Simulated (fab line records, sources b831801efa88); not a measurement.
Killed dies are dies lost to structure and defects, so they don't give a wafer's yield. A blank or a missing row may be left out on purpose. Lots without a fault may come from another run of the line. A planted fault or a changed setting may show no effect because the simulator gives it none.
A struck lot beside a sound one | flow sky130 | 43 steps out of a route of 708
Sound: wafers L875.1, L875.2, L875.3. Struck: wafers L883.2, L883.4, L883.5. The cause comes at the end.
At each step with rows: each side's tool, then ch and its chambers, then its first start. Under that, the readings that differ: sound wafers | struck wafers | difference of the means | sigmas: that difference in standard deviations of wafers without a fault.
alike: readings whose means differ by less than 2 such deviations, and words and numbers that are the same on both sides. not compared: withheld readings, readings that some wafer has no value for, bounds like >300 that may hide the same value, and numbers for which the record gives no deviation and whose values overlap.
The two part at a step that has a row with sigmas, a row that says differs or no value, or rows on one side only. Numbers that don't overlap but have no deviation are shown without sigmas and don't part them. A reading that every wafer of one side lacks parts them only if that side has two wafers or more.

SKY_METAL5_RS_MEAS_05: measures by four-point-probe.
  sound on film_metro-01, day 44 16:36; struck on film_metro-03, day 46 20:14
  alike: METAL5_ALCU_RS
SKY_METAL5_THK_MEAS_06: measures by xrf.
  sound on film_metro-01, day 44 16:43; struck on film_metro-03, day 46 20:21
  alike: METAL5_ALCU_THK
then, 7 steps without rows for these wafers: SKY_METAL5_DEHYDRATE_07 (time 60 s); SKY_METAL5_HMDS_08 (prime time 60 s); SKY_METAL5_COAT_09 (resist thk 1800 nm); SKY_METAL5_SOFTBAKE_10 (time 58.65 s); SKY_METAL5_EXPOSE_11 (exposes mask MM5, target cd 1600 nm); SKY_METAL5_PEB_12; SKY_METAL5_DEVELOP_13 (develop time 60 s).
SKY_METAL5_DESCUM_14: chemistry O2, time 11 s.
  sound on rie_metal-04 ch 0,1, day 45 14:17; struck on rie_metal-01 ch 0, day 47 16:47
  alike: drypump_motor_current_A, oes_product_au
  not compared: rf_hours_counter_h
then, 1 step without rows for these wafers: SKY_METAL5_METAL_ETCH_15 (etches the open film in Cl2/BCl3, stops on SiO2, target depth 1260 nm, time 252 s).
SKY_METAL5_STRIP_16: strips in O2/N2.
  sound on plasma_asher-04 ch 0,1, day 45 14:34; struck on plasma_asher-01 ch 0, day 47 17:09
  reading                     | sound       | struck      | difference | sigmas
  drypump_motor_current_A (A) | 6.2 6.3 6.3 | 5.3 5.3 5.3 | -1.0       | -3
  alike: n2_flow_sccm, oes_product_au, strip_time_to_endpoint_s
  not compared: rf_hours_counter_h
SKY_METAL5_STRIP_17: strips in post etch residue remover, time 1200 s.
  sound on wet_bench-02 ch 0, day 45 14:40; struck on wet_bench-01 ch 0, day 47 17:15
then, 3 steps without rows for these wafers: SKY_METAL5_CLEAN_18 (cleans in IPA, time 180 s); SKY_METAL5_CLEAN_19 (cleans in O3/DIW); SKY_PASSIVATION_CVD_00 (deposits SiO2, target thk 90 nm).
SKY_PASSIVATION_THK_MEAS_01:
  sound on film_metro-03, day 45 15:11; struck on film_metro-03, day 47 17:47
  alike: PASSIVATION_CVD_00_THK
then, 1 step without rows for these wafers: SKY_PASSIVATION_CVD_02 (deposits Si3N4, target thk 540 nm).
SKY_PASSIVATION_THK_MEAS_03:
  sound on film_metro-03, day 45 15:28; struck on film_metro-03, day 47 18:04
  reading                     | sound       | struck      | difference | sigmas
  PASSIVATION_CVD_02_THK (nm) | 539 531 543 | 557 559 557 | +20        | +2
then, 7 steps without rows for these wafers: SKY_PASSIVATION_DEHYDRATE_04 (time 60 s); SKY_PASSIVATION_HMDS_05 (prime time 60 s); SKY_PASSIVATION_COAT_06 (resist thk 3000 nm); SKY_PASSIVATION_SOFTBAKE_07; SKY_PASSIVATION_EXPOSE_08 (exposes mask NSM, target cd 3000 nm); SKY_PASSIVATION_PEB_09; SKY_PASSIVATION_DEVELOP_10 (develop time 60 s).
SKY_PASSIVATION_ETCH_11: etches the open film in CF4/O2, stops on AlCu, target depth 725 nm, time 161.1 s.
  sound on rie_diel-04 ch 1,2,3, day 46 12:11; struck on rie_diel-04 ch 1,2,3, day 48 12:56
  alike: cf4_flow_sccm, drypump_motor_current_A, oes_product_au, throttle_valve_pct
  not compared: rf_hours_counter_h
then, 8 steps without rows for these wafers: SKY_PASSIVATION_STRIP_12 (strips in O2/N2); SKY_PAD_OPEN_DEHYDRATE_00 (time 60 s); SKY_PAD_OPEN_HMDS_01 (prime time 60 s); SKY_PAD_OPEN_COAT_02 (resist thk 3000 nm); SKY_PAD_OPEN_SOFTBAKE_03; SKY_PAD_OPEN_EXPOSE_04 (exposes mask PDM, target cd 60000 nm); SKY_PAD_OPEN_PEB_05; SKY_PAD_OPEN_DEVELOP_06 (develop time 60 s).
SKY_PAD_OPEN_ETCH_07: etches the open film in CF4/O2, stops on AlCu, target depth 725 nm, time 161.1 s.
  sound on rie_diel-04 ch 0,2,3, day 47 07:56; struck on rie_diel-04 ch 0,1,3, day 49 05:56
  reading                | sound             | struck            | difference | sigmas
  throttle_valve_pct (%) | 5.950 5.954 5.969 | 5.995 5.986 5.965 | +0.024     | +3
  alike: cf4_flow_sccm, drypump_motor_current_A, oes_product_au
  not compared: rf_hours_counter_h
SKY_PAD_OPEN_STRIP_08: strips in O2/N2.
  sound on plasma_asher-01 ch 0,1, day 47 08:02; struck on plasma_asher-01 ch 0,1, day 49 06:02
  alike: drypump_motor_current_A, n2_flow_sccm, oes_product_au, strip_time_to_endpoint_s
  not compared: rf_hours_counter_h
then, 4 steps without rows for these wafers: SKY_PAD_OPEN_STRIP_09 (strips in post etch residue remover, time 1200 s); SKY_PAD_OPEN_CLEAN_10 (cleans in IPA, time 180 s); SKY_PAD_OPEN_CLEAN_11 (cleans in O3/DIW); SKY_PAD_OPEN_ANNEAL_12.
SKY_PAD_OPEN_BOW_MEAS_13:
  sound on film_metro-03, day 47 10:16; struck on film_metro-04, day 49 08:10
  alike: PAD_OPEN_BOW
SKY_PAD_OPEN_PROBE_99:
  sound on prober-01, day 47 10:23; struck on prober-02, day 49 08:19
  reading                               | sound              | struck            | difference | sigmas
  defect_limited_yield (%)              | 79.3 85.8 81.9     | 73.4 73.4 73.2    | -9.0       | -5
  killed_at_M4_up                       | 2 2 4              | 48 48 45          | +44        | +28
  killed_dies                           | 102 70 89          | 131 131 132       | +44        | +5
  sort_bin_3_pad_short (%)              | 0.6 1.6 1.0        | 2.8 2.6 3.5       | +1.9       | +4
  sort_bin_5_function (%)               | 12.8 7.1 11.4      | 17.9 16.5 16.5    | +6.5       | +5
  sort_n_pass                           | 390 422 403        | 361 361 360       | -44        | -5
  sort_yield_pct (%)                    | 79.3 85.8 81.9     | 73.4 73.4 73.2    | -9.0       | -5
  model.etest.tester.sort_n_pass        | 390 422 403        | 361 361 360       | -44        |
  model.etest.tester.sort_yield_pct (%) | 79.27 85.77 81.91  | 73.37 73.37 73.17 | -9.01      |
  model.etest.tester.sort_bin_5_pct (%) | 12.8 7.114 11.38   | 17.89 16.46 16.46 | +6.51      |
  model.etest.tester.sort_bin_3_pct (%) | 0.6098 1.626 1.016 | 2.846 2.642 3.455 | +1.897     |
  alike: killed_at_M0_to_M3, killed_at_contacts, killed_at_front_end, killed_at_other, killed_open, killed_short, sort_bin_6_memory

WHERE THEY PART
First at SKY_METAL5_STRIP_16; last, within this record, at SKY_PAD_OPEN_PROBE_99.

WHY: what the simulator had put in
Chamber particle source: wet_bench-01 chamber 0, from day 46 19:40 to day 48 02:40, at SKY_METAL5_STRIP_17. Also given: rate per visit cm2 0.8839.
